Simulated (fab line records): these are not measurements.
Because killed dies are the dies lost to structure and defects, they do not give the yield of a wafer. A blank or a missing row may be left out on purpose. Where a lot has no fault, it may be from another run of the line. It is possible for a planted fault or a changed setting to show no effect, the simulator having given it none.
Chamber matching :: flow sky130 :: cmp-02 running SKY_LI_CONTACT_CMP_02: 4 sister chambers
The step polishes PSG. 8 wafers are shown with their chamber, then 7 later ones without.

EACH WAFER AND ITS CHAMBER
wafer: L293.3
chamber: 3
motor-current-A (A): 12.0
time-to-endpoint-s (s): 38

wafer: L294.1
chamber: 3
motor-current-A (A): 12.4
time-to-endpoint-s (s): 34

wafer: L301.6
chamber: 2
motor-current-A (A): 13.2
time-to-endpoint-s (s): 34

wafer: L302.4
chamber: 2
motor-current-A (A): 13.0
time-to-endpoint-s (s): 33

wafer: L304.1
chamber: 0
motor-current-A (A): 11.8
time-to-endpoint-s (s): 27

wafer: L304.2
chamber: 1
motor-current-A (A): 13.6
time-to-endpoint-s (s): 28

wafer: L304.6
chamber: 0
motor-current-A (A): 11.5
time-to-endpoint-s (s): 27

wafer: L308.2
chamber: 1
motor-current-A (A): 13.6
time-to-endpoint-s (s): 30

WAFERS MISSING THEIR CHAMBER
wafer: L308.3
motor-current-A (A): 11.5
time-to-endpoint-s (s): 32

wafer: L314.1
motor-current-A (A): 14.1
time-to-endpoint-s (s): 31

wafer: L314.3
motor-current-A (A): 12.2
time-to-endpoint-s (s): 34

wafer: L314.5
motor-current-A (A): 13.5
time-to-endpoint-s (s): 28

wafer: L315.2
motor-current-A (A): 12.0
time-to-endpoint-s (s): 29

wafer: L315.3
motor-current-A (A): 13.1
time-to-endpoint-s (s): 32

wafer: L315.5
motor-current-A (A): 11.6
time-to-endpoint-s (s): 34

CHAMBER TAKEN BY EACH
wafer: L308.3
from the rows above: can't be placed: 0 or 3
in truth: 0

wafer: L314.1
from the rows above: 1
in truth: 1

wafer: L314.3
from the rows above: 3
in truth: 3

wafer: L314.5
from the rows above: 1
in truth: 1

wafer: L315.2
from the rows above: 0
in truth: 0

wafer: L315.3
from the rows above: 2
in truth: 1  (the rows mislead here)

wafer: L315.5
from the rows above: can't be placed: 3 or 0
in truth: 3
4 of 7 placed correctly. These rows do not allow placing 2 (true chamber among the candidates in 2). 1 placed wrongly.
How it was worked out, from the rows above alone: a wafer's distance from a chamber is the root of the sum, over the readings, of the square of ((its reading less the chamber's mean) divided by the reading's scatter). The wafer belongs to the nearest chamber; if the next one is less than 2 further off, it can't be placed. A chamber's mean is the mean of its shown wafers. How the scatter is found: for the shown wafers, subtract from each reading the mean of its chamber, square and add these, divide the total by (wafers less chambers), then take the root.
